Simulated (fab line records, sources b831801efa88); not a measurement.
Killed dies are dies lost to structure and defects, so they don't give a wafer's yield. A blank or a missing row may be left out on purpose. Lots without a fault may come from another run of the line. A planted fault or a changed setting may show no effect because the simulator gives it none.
Which tool did it? | flow gf180mcu | 11 lots, 33 wafers sampled, at 5 steps of a route of 602

WHAT THE GAUGES READ, wafer by wafer
GF_V1_RS_MEAS_24: measures by four-point-probe. Usual: V1_W_RS 0.326 ohm/sq, standard deviation 0.0056.
lot  | measured     | on            | V1_W_RS (ohm/sq)  | flag
L511 | day 17 23:56 | film_metro-04 | 0.331 0.324 0.330 |
L513 | day 18 23:14 | film_metro-03 | 0.320 0.322 0.321 |
L514 | day 19 08:20 | film_metro-04 | 0.321 0.330 0.329 |
L516 | day 20 07:04 | film_metro-03 | 0.324 0.335 0.323 |
L517 | day 20 14:00 | film_metro-04 | 0.330 0.331 0.321 |
L520 | day 21 22:22 | film_metro-04 | 0.333 0.333 0.333 |
L521 | day 22 00:46 | film_metro-03 | 0.329 0.316 0.329 |
L522 | day 22 04:33 | film_metro-03 | 0.314 0.315 0.325 |
L523 | day 22 15:27 | film_metro-04 | 0.330 0.322 0.327 |
L528 | day 24 09:56 | film_metro-04 | 0.323 0.326 0.336 |
L529 | day 24 21:20 | film_metro-04 | 0.336 0.323 0.332 |

GF_M2_RS_MEAS_05: measures by four-point-probe. Usual: M2_ALCU_RS 0.0695 ohm/sq, standard deviation 0.00092.
lot  | measured     | on            | M2_ALCU_RS (ohm/sq)  | flag
L511 | day 18 00:38 | film_metro-04 | 0.0690 0.0692 0.0686 |
L513 | day 18 23:56 | film_metro-01 | 0.0690 0.0697 0.0690 |
L514 | day 19 09:02 | film_metro-01 | 0.0692 0.0688 0.0699 |
L516 | day 20 07:46 | film_metro-01 | 0.0702 0.0704 0.0701 |
L517 | day 20 14:42 | film_metro-01 | 0.0695 0.0695 0.0707 |
L520 | day 21 23:04 | film_metro-04 | 0.0697 0.0695 0.0702 |
L521 | day 22 01:28 | film_metro-04 | 0.0675 0.0684 0.0675 |
L522 | day 22 05:15 | film_metro-03 | 0.0692 0.0701 0.0685 |
L523 | day 22 16:09 | film_metro-03 | 0.0691 0.0691 0.0683 |
L528 | day 24 10:38 | film_metro-03 | 0.0610 0.0612 0.0615 | OFF
L529 | day 24 22:10 | film_metro-04 | 0.0612 0.0610 0.0615 | OFF

GF_M2_THK_MEAS_06: measures by xrf. Usual: M2_ALCU_THK 450 nm, standard deviation 5.9.
lot  | measured     | on            | M2_ALCU_THK (nm) | flag
L511 | day 18 00:46 | film_metro-04 | 453 450 453      |
L513 | day 19 00:04 | film_metro-01 | 456 454 458      |
L514 | day 19 09:08 | film_metro-01 | 456 459 452      |
L516 | day 20 07:53 | film_metro-01 | 446 445 449      |
L517 | day 20 14:48 | film_metro-01 | 453 451 447      |
L520 | day 21 23:11 | film_metro-04 | 449 445 444      |
L521 | day 22 01:35 | film_metro-04 | 463 453 462      |
L522 | day 22 05:21 | film_metro-03 | 449 443 455      |
L523 | day 22 16:16 | film_metro-03 | 447 449 453      |
L528 | day 24 10:44 | film_metro-03 | 513 508 503      | OFF
L529 | day 24 22:17 | film_metro-04 | 506 509 504      | OFF

WHICH TOOL RAN EACH LOT (tool, then ch and the chambers of the sampled wafers, then the start)
lot  | GF_V1_SPUTTER_22             | GF_M2_SPUTTER_02
L511 | pvd_sputter-03, day 17 23:47 | pvd_sputter-04, day 18 00:33
L513 | pvd_sputter-03, day 18 23:05 | pvd_sputter-01, day 18 23:51
L514 | pvd_sputter-04, day 19 08:08 | pvd_sputter-02, day 19 08:54
L516 | pvd_sputter-04, day 20 06:54 | pvd_sputter-01, day 20 07:40
L517 | pvd_sputter-04, day 20 13:49 | pvd_sputter-02, day 20 14:34
L520 | pvd_sputter-03, day 21 22:13 | pvd_sputter-04, day 21 22:58
L521 | pvd_sputter-04, day 22 00:37 | pvd_sputter-02, day 22 01:22
L522 | pvd_sputter-02, day 22 04:22 | pvd_sputter-01, day 22 05:07
L523 | pvd_sputter-02, day 22 15:17 | pvd_sputter-04, day 22 16:04
L528 | pvd_sputter-02, day 24 09:45 | pvd_sputter-04, day 24 10:31
L529 | pvd_sputter-03, day 24 21:11 | pvd_sputter-04, day 24 22:04
- GF_V1_SPUTTER_22: material TiN, target thk 10 nm, time 40 s.
- GF_M2_SPUTTER_02: material AlCu, target thk 450 nm, time 23.9 s.

WHAT THE TOOLS THEMSELVES READ (means of the sampled wafers that have a number; where no wafer has one, the mark that the record gives instead)
GF_V1_SPUTTER_22. Usual: throttle_valve_pct 30.5 %, standard deviation 1.2.
lot  | tool           | throttle_valve_pct (%) | flag
L511 | pvd_sputter-03 | 31.3                   |
L513 | pvd_sputter-03 | 30.9                   |
L514 | pvd_sputter-04 | 31.0                   |
L516 | pvd_sputter-04 | 30.4                   |
L517 | pvd_sputter-04 | 29.7                   |
L520 | pvd_sputter-03 | 30.1                   |
L521 | pvd_sputter-04 | 29.8                   |
L522 | pvd_sputter-02 | 30.0                   |
L523 | pvd_sputter-02 | 30.1                   |
L528 | pvd_sputter-02 | 30.6                   |
L529 | pvd_sputter-03 | 30.7                   |

GF_M2_SPUTTER_02. Usual: throttle_valve_pct 30.0 %, standard deviation 0.98.
lot  | tool           | throttle_valve_pct (%) | flag
L511 | pvd_sputter-04 | 30.1                   |
L513 | pvd_sputter-01 | 29.8                   |
L514 | pvd_sputter-02 | 30.3                   |
L516 | pvd_sputter-01 | 29.8                   |
L517 | pvd_sputter-02 | 30.0                   |
L520 | pvd_sputter-04 | 30.5                   |
L521 | pvd_sputter-02 | 30.1                   |
L522 | pvd_sputter-01 | 29.5                   |
L523 | pvd_sputter-04 | 30.4                   |
L528 | pvd_sputter-04 | 29.8                   |
L529 | pvd_sputter-04 | 30.9                   |

THE ANSWER, worked out from the rows above alone
Rule: a lot is off if the mean of its wafers that have a number lies more than 3 standard deviations from the usual mean. A lot without any number at a reading at which 4 lots or more have one is off too. The other lots that the step has rows for count as sound. The gauges are gone through in route order, then the tools' own readings, and for those a lot's mean is taken as printed above. The first step at which some lot is off is used, and at that step the reading that is off furthest; a lot without a number counts as furthest.
Off: L528, L529, at GF_M2_RS_MEAS_05 (M2_ALCU_RS).
A tool fits if, at a process step before that reading, it ran every lot that is off, and no sound lot after the first of them. The gauges at GF_M2_RS_MEAS_05 are tried like those tools. One fits: pvd_sputter-04 at GF_M2_SPUTTER_02. Its last sound lot is L523 (day 22 16:04), its first lot that is off L528 (day 24 10:31): a fault that began between those two fits.

WHAT THE SIMULATOR HAD PUT IN
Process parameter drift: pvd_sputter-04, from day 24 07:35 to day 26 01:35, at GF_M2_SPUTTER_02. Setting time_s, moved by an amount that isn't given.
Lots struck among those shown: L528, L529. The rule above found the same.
